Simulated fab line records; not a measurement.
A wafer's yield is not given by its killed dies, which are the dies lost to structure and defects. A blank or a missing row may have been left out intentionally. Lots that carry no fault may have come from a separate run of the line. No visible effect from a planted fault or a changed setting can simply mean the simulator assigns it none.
What tool caused it? :: flow gf180mcu :: 7 lots, 21 wafers sampled, at 1 step of a route of 602

## WHAT THE GAUGES SHOWED, per wafer
GF_VT_IMPLANT_OVL_MEAS_18.
lot: L404
measured: day 6 17:21
on: overlay-02
VT_IMPLANT_01_OVL (nm): 1.4 1.3 1.4

lot: L407
measured: day 7 12:58
on: overlay-01
VT_IMPLANT_01_OVL (nm): -0.9 -1.7 -1.4

lot: L410
measured: day 8 07:33
on: overlay-02
VT_IMPLANT_01_OVL (nm): -0.8 0.5 0.8

lot: L412
measured: day 8 22:09
on: overlay-01
VT_IMPLANT_01_OVL (nm): 0.0 0.7 2.0

lot: L416
measured: day 9 22:21
on: overlay-01
VT_IMPLANT_01_OVL (nm): 0.6 0.4 1.9

lot: L421
measured: day 11 06:40
on: overlay-01
VT_IMPLANT_01_OVL (nm): -0.7 -0.2 -1.0

lot: L425
measured: day 12 09:36
on: overlay-01
VT_IMPLANT_01_OVL (nm): 0.1 1.2 -0.5

## TOOL THAT RAN EACH LOT (tool first, then ch and the chambers of the sampled wafers, then the start)
The record holds no process step before these readings.

## THE ANSWER, worked out from the rows above alone
Rule: what is usual is taken from the lots themselves. Put in order of their means at a reading, lots are off if they are a third of the lots or fewer, leave a main group of 4 or more, and stand apart from it by a gap of 3 or more times the standard deviation of the main group's means; of several such gaps the widest counts. Not used: any main group whose means are identical at the precision the tables above print for the reading. A lot without any number at a reading at which 4 lots or more have one is off too. Where the step has rows for the other lots, those lots are counted as sound.
None of the lots is off at any reading shown; this tells nothing.

## WHAT THE SIMULATOR HAD PUT IN
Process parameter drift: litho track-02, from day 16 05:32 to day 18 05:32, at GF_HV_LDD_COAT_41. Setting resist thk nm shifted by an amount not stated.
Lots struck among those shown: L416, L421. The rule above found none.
